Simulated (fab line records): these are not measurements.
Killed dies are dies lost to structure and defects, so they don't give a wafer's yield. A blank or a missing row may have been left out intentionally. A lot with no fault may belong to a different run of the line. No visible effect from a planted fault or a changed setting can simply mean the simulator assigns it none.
A struck lot beside a sound one ; flow sky130 ; 14 steps out of a route of 708
Sound: wafers L491.1, L491.4, L491.5. The struck wafers were L496.1, L496.2, L496.3. The cause comes at the end.
Each step with rows lists, per side, the tool, then ch with its chambers, then its first start. Under that, the readings that differ: sound wafers ; struck wafers ; difference of the means ; sigmas: that difference in standard deviations of wafers without a fault.
alike: words and numbers the same on both sides, and readings whose means are apart by under 2 such deviations; not compared: readings that were withheld, readings missing a value for some wafer, numbers with overlapping values and no deviation given by the record, and bounds like >300 which may hide the same value.
The two part at a step that has a row with sigmas, a row that says differs or no value, or rows on one side only. Numbers that don't overlap but have no deviation are shown without sigmas and don't part them. Lack of a reading on every wafer of one side parts them only where that side has two or more wafers.

first, 3 steps without rows for these wafers: SKY_METAL3_CLEAN_21 (cleans in IPA, time 180 s); SKY_METAL3_CLEAN_22 (cleans in O3/DIW); SKY_VIA3_HDPCVD_00 (deposits SiO2, target thk 1635 nm, time 272.5 s).
SKY_VIA3_THK_MEAS_01:
  sound on film_metro-02, day 39 09:33; struck on film_metro-02, day 41 08:54
  alike: VIA3_HDPCVD_THK
SKY_VIA3_CMP_02: polishes SiO2.
  sound on cmp-01 ch 0,1,3, day 39 09:40; struck on cmp-01 ch 1,2,3, day 41 08:58
  alike: motor_current_A, slurry_filter_dp_kPa
SKY_VIA3_BOW_MEAS_03:
  sound on film_metro-03, day 39 09:55; struck on film_metro-02, day 41 09:16
  alike: VIA3_BOW
then, 6 steps without rows for these wafers: SKY_VIA3_DEHYDRATE_04 (time 60 s); SKY_VIA3_HMDS_05 (prime time 60 s); SKY_VIA3_COAT_06 (resist thk 60 nm); SKY_VIA3_COAT_07 (resist thk 450 nm); SKY_VIA3_SOFTBAKE_08 (time 90 s); SKY_VIA3_EXPOSE_09 (exposes mask VIM3, target cd 200 nm).
SKY_VIA3_PEB_10:
  sound on litho_track-02 ch 0, day 40 09:00; struck on litho_track-04, day 42 08:00
reading;sound;struck;difference;sigmas
exhaust_pa (Pa);45.6 45.7 45.7;- - -;no value on the struck wafers;
  not compared: chill_plate_temp_C
then, 1 step without rows for these wafers: SKY_VIA3_DEVELOP_11 (develop time 60 s).

== WHERE THEY PART ==
Within this record, at SKY_VIA3_PEB_10 only.

WHY: what had been put in by the simulator
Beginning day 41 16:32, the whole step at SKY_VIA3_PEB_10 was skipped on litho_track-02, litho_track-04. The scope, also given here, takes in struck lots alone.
